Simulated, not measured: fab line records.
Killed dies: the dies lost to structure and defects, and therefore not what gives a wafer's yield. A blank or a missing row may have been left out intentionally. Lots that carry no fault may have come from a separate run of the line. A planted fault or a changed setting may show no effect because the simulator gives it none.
Which tool is to blame? / flow gf180mcu / 13 lots (39 wafers sampled), 1 step of a 602-step route

WHAT EACH GAUGE READ, for each wafer
GF_V5_THK_MEAS_03. Usual: V5_CVD_02_THK 1448 nm, standard deviation 19.
lot=L557; measured=day 26 05:41; on=film_metro-03; V5_CVD_02_THK (nm)=1454 1434 1454; flag=
lot=L558; measured=day 26 15:08; on=film_metro-01; V5_CVD_02_THK (nm)=1437 1428 1475; flag=
lot=L559; measured=day 26 19:44; on=film_metro-01; V5_CVD_02_THK (nm)=1422 1450 1469; flag=
lot=L560; measured=day 27 08:24; on=film_metro-03; V5_CVD_02_THK (nm)=1448 1454 1466; flag=
lot=L562; measured=day 27 19:20; on=film_metro-01; V5_CVD_02_THK (nm)=1438 1466 1480; flag=
lot=L563; measured=day 28 06:41; on=film_metro-01; V5_CVD_02_THK (nm)=1472 1465 1460; flag=
lot=L564; measured=day 28 13:49; on=film_metro-03; V5_CVD_02_THK (nm)=1420 1422 1449; flag=
lot=L565; measured=day 28 18:45; on=film_metro-04; V5_CVD_02_THK (nm)=1408 1432 1458; flag=
lot=L566; measured=day 29 05:24; on=film_metro-03; V5_CVD_02_THK (nm)=1422 1413 1434; flag=
lot=L567; measured=day 29 10:02; on=film_metro-03; V5_CVD_02_THK (nm)=1425 1444 1467; flag=
lot=L568; measured=day 29 17:39; on=film_metro-03; V5_CVD_02_THK (nm)=1436 1422 1430; flag=
lot=L576; measured=day 31 21:16; on=film_metro-03; V5_CVD_02_THK (nm)=1447 1461 1453; flag=
lot=L578; measured=day 32 09:26; on=film_metro-01; V5_CVD_02_THK (nm)=1430 1440 1458; flag=

WHICH TOOL RAN EACH LOT (tool, then ch and the chambers of the sampled wafers, then the start)
Before these readings, the record contains no process step.

AS READ BY THE TOOLS THEMSELVES (means over the sampled wafers that have a number; for cases with no such wafer, the mark the record gives instead)
The record holds no such reading with a usual standard deviation.

THE ANSWER, worked out from the rows above alone
Rule: a lot counts as off when the mean over its wafers that have a number is more than 3 standard deviations away from the usual mean. A lot without any number at a reading at which 4 lots or more have one is off too. Where the step has rows for the other lots, those lots are counted as sound. First the gauges in route order, then the tools' own readings, where a lot's mean is used as printed above. At the first step where some lot is off, the reading lying furthest off is the one used; lots without a number count as furthest.
Across all readings shown, no lot is off: no conclusion can be drawn from this.

WHAT HAD BEEN PUT IN BY THE SIMULATOR
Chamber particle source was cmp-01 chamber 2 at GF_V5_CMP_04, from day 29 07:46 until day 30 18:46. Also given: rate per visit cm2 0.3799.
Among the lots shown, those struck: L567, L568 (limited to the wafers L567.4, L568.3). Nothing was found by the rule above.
